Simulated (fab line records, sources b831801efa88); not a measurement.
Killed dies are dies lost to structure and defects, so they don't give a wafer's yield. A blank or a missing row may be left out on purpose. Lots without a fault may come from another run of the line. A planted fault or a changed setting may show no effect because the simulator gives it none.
Which tool did it? | flow gf180mcu | 12 lots, 36 wafers sampled, at 6 steps of a route of 602

WHAT THE GAUGES READ, wafer by wafer
GF_HV_LDD_CD_MEAS_19: target cd 400 nm.
lot  | measured     | on        | cd_nm (nm)
L587 | day 10 12:56 | cd_sem-02 | 403.9 403.9 403.3
L588 | day 10 21:26 | cd_sem-01 | 399.8 401.8 400.6
L590 | day 11 22:14 | cd_sem-02 | 398.8 398.5 399.7
L592 | day 12 11:13 | cd_sem-02 | 399.0 397.4 397.8
L593 | day 12 17:41 | cd_sem-02 | 401.9 401.7 401.3
L599 | day 14 14:07 | cd_sem-02 | 394.9 395.3 395.5
L600 | day 14 21:23 | cd_sem-01 | 401.3 403.2 402.0
L605 | day 16 15:03 | cd_sem-01 | 397.4 399.4 399.5
L606 | day 16 18:51 | cd_sem-02 | 401.2 398.8 399.2
L607 | day 17 07:24 | cd_sem-02 | 402.7 400.7 402.0
L608 | day 17 12:30 | cd_sem-02 | 401.3 400.0 401.0
L609 | day 17 17:17 | cd_sem-01 | 400.6 400.7 401.4

GF_HV_LDD_TW_MEAS_38.
lot  | measured     | on            | HV_LDD_3_TW
L587 | day 11 08:22 | film_metro-01 | 1414 1416 1416
L588 | day 11 17:48 | film_metro-02 | 1420 1416 1419
L590 | day 12 18:09 | film_metro-03 | 1427 1437 1432
L592 | day 13 08:19 | film_metro-03 | 1431 1421 1432
L593 | day 13 15:19 | film_metro-02 | 1403 1404 1398
L599 | day 15 12:33 | film_metro-03 | 1525 1526 1530
L600 | day 15 20:25 | film_metro-01 | 1505 1496 1498
L605 | day 17 14:58 | film_metro-01 | 1430 1428 1436
L606 | day 17 18:26 | film_metro-01 | 1435 1431 1427
L607 | day 18 07:22 | film_metro-03 | 1446 1432 1434
L608 | day 18 13:32 | film_metro-03 | 1437 1434 1452
L609 | day 18 17:35 | film_metro-01 | 1423 1426 1434

GF_HV_LDD_RS_MEAS_53: measures by four-point-probe.
lot  | measured     | on            | HV_LDD_RS (ohm/sq)
L587 | day 12 03:04 | film_metro-01 | 419.6 418.7 418.2
L588 | day 12 12:35 | film_metro-03 | 418.2 419.8 418.2
L590 | day 13 14:44 | film_metro-01 | 417.9 419.2 419.1
L592 | day 14 05:40 | film_metro-03 | 419.1 418.2 419.0
L593 | day 14 13:06 | film_metro-03 | 418.5 417.6 417.4
L599 | day 16 11:06 | film_metro-03 | 402.3 401.9 402.4
L600 | day 16 19:19 | film_metro-03 | 403.0 402.0 402.4
L605 | day 18 14:10 | film_metro-03 | 418.6 417.6 419.4
L606 | day 18 18:06 | film_metro-02 | 418.4 418.4 419.0
L607 | day 19 07:30 | film_metro-01 | 419.1 419.1 419.1
L608 | day 19 14:40 | film_metro-03 | 417.4 416.9 417.0
L609 | day 19 19:07 | film_metro-03 | 416.8 416.6 417.3

GF_SAB_CD_MEAS_09: target cd 420 nm.
lot  | measured     | on        | cd_nm (nm)
L587 | day 14 19:41 | cd_sem-02 | 423.8 420.3 418.3
L588 | day 15 05:35 | cd_sem-01 | 417.6 418.9 417.6
L590 | day 16 10:13 | cd_sem-01 | 422.3 421.6 419.4
L592 | day 17 03:20 | cd_sem-02 | 422.0 420.6 420.5
L593 | day 17 10:42 | cd_sem-01 | 420.7 422.8 419.9
L599 | day 19 13:17 | cd_sem-01 | 424.8 423.9 423.2
L600 | day 19 21:51 | cd_sem-01 | 422.3 423.1 422.0
L605 | day 21 18:20 | cd_sem-01 | 418.7 419.4 417.4
L606 | day 21 21:44 | cd_sem-01 | 422.5 421.4 420.1
L607 | day 22 11:31 | cd_sem-01 | 417.2 419.3 420.7
L608 | day 22 17:59 | cd_sem-01 | 416.9 414.0 415.5
L609 | day 22 21:47 | cd_sem-01 | 419.3 420.4 419.0

WHICH TOOL RAN EACH LOT (tool, then ch and the chambers of the sampled wafers, then the start)
lot  | GF_HV_LDD_IMPLANT_34            | GF_HV_LDD_STRIP_49
L587 | implanter-01 ch 0, day 11 07:50 | plasma_asher-03 ch 0,1, day 12 02:46
L588 | implanter-02 ch 0, day 11 17:15 | plasma_asher-01 ch 1, day 12 12:18
L590 | implanter-03 ch 0, day 12 17:36 | plasma_asher-04 ch 0,1, day 13 14:27
L592 | implanter-01 ch 0, day 13 07:48 | plasma_asher-01 ch 0,1, day 14 05:23
L593 | implanter-03 ch 0, day 13 14:47 | plasma_asher-03 ch 1, day 14 12:48
L599 | implanter-03 ch 0, day 15 12:00 | plasma_asher-03 ch 0,1, day 16 10:49
L600 | implanter-03 ch 0, day 15 19:54 | plasma_asher-03 ch 0,1, day 16 19:02
L605 | implanter-01 ch 0, day 17 14:25 | plasma_asher-01 ch 0,1, day 18 13:53
L606 | implanter-01 ch 0, day 17 17:53 | plasma_asher-04 ch 0,1, day 18 17:49
L607 | implanter-01 ch 0, day 18 06:49 | plasma_asher-04 ch 0,1, day 19 07:09
L608 | implanter-02 ch 0, day 18 12:59 | plasma_asher-01 ch 1, day 19 14:19
L609 | implanter-01 ch 0, day 18 17:02 | plasma_asher-03 ch 0,1, day 19 18:50
- GF_HV_LDD_IMPLANT_34
- GF_HV_LDD_STRIP_49: strips in O2/N2.

WHAT THE TOOLS THEMSELVES READ (means of the sampled wafers that have a number; where no wafer has one, the mark that the record gives instead)
GF_HV_LDD_IMPLANT_34.
lot  | tool         | dose_ions_cm2 | faraday_current_uA
L587 | implanter-01 | 7.5e+12       | 42.5
L588 | implanter-02 | 7.5e+12       | 42.7
L590 | implanter-03 | 7.5e+12       | 42.2
L592 | implanter-01 | 7.5e+12       | 41.7
L593 | implanter-03 | 7.5e+12       | 42.2
L599 | implanter-03 | 1.4e+13       | 77.8
L600 | implanter-03 | 1.4e+13       | 79.6
L605 | implanter-01 | 7.5e+12       | 41.8
L606 | implanter-01 | 7.5e+12       | 42.2
L607 | implanter-01 | 7.5e+12       | 42.7
L608 | implanter-02 | 7.5e+12       | 42.2
L609 | implanter-01 | 7.5e+12       | 42.2

GF_HV_LDD_STRIP_49.
lot  | tool            | drypump_motor_current_A (A) | heater_power_w (W) | oes_product_au (a.u.) | strip_time_to_endpoint_s (s)
L587 | plasma_asher-03 | 5.7                         | 350                | 0.717                 | 12.68
L588 | plasma_asher-01 | 6.1                         | 303                | 0.716                 | 12.67
L590 | plasma_asher-04 | 5.2                         | 305                | 0.715                 | 12.63
L592 | plasma_asher-01 | 5.9                         | 321                | 0.717                 | 12.63
L593 | plasma_asher-03 | 5.5                         | 366                | 0.712                 | 12.72
L599 | plasma_asher-03 | 5.7                         | 354                | 0.707                 | 12.62
L600 | plasma_asher-03 | 5.7                         | 354                | 0.717                 | 12.63
L605 | plasma_asher-01 | 5.7                         | 335                | 0.722                 | 12.66
L606 | plasma_asher-04 | 5.2                         | 305                | 0.718                 | 12.64
L607 | plasma_asher-04 | 5.2                         | 303                | 0.711                 | 12.61
L608 | plasma_asher-01 | 6.1                         | 308                | 0.713                 | 12.57
L609 | plasma_asher-03 | 5.9                         | 336                | 0.718                 | 12.61

THE ANSWER, worked out from the rows above alone
Rule: what is usual is taken from the lots themselves. Put in order of their means at a reading, lots are off if they are a third of the lots or fewer, leave a main group of 4 or more, and stand apart from it by a gap of 3 or more times the standard deviation of the main group's means; of several such gaps the widest counts. A main group whose means are all the same, to the digits that the tables above print for the reading, isn't used. A lot without any number at a reading at which 4 lots or more have one is off too. The other lots that the step has rows for count as sound. The gauges are gone through in route order, then the tools' own readings, and for those a lot's mean is taken as printed above. The first step at which some lot is off is used, and at that step the reading that is off furthest; a lot without a number counts as furthest.
Off: L599, L600, at GF_HV_LDD_TW_MEAS_38 (HV_LDD_3_TW). The main group: mean 1426, standard deviation 11.
A tool fits if, at a process step before that reading, it ran every lot that is off, and no sound lot after the first of them. The gauges at GF_HV_LDD_TW_MEAS_38 aren't tried: what is off there is off at GF_HV_LDD_IMPLANT_34 too, on other tools, and a gauge's error can't cause that. One fits: implanter-03 at GF_HV_LDD_IMPLANT_34. Its last sound lot is L593 (day 13 14:47), its first lot that is off L599 (day 15 12:00): a fault that began between those two fits.
The tool's own readings at GF_HV_LDD_IMPLANT_34 bear it out: on the lots that are off they differ by more than 5 times the standard deviation of the sound lots' means. dose_ions_cm2 reads 1.4e+13 there against 7.5e+12 on the sound lots; faraday_current_uA reads 78.7 there against 42.2 on the sound lots.

WHAT THE SIMULATOR HAD PUT IN
Process parameter drift: implanter-03, from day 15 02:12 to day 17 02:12, at GF_HV_LDD_IMPLANT_34. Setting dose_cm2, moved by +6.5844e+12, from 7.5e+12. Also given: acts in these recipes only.
Lots struck among those shown: L599, L600. The rule above found the same.
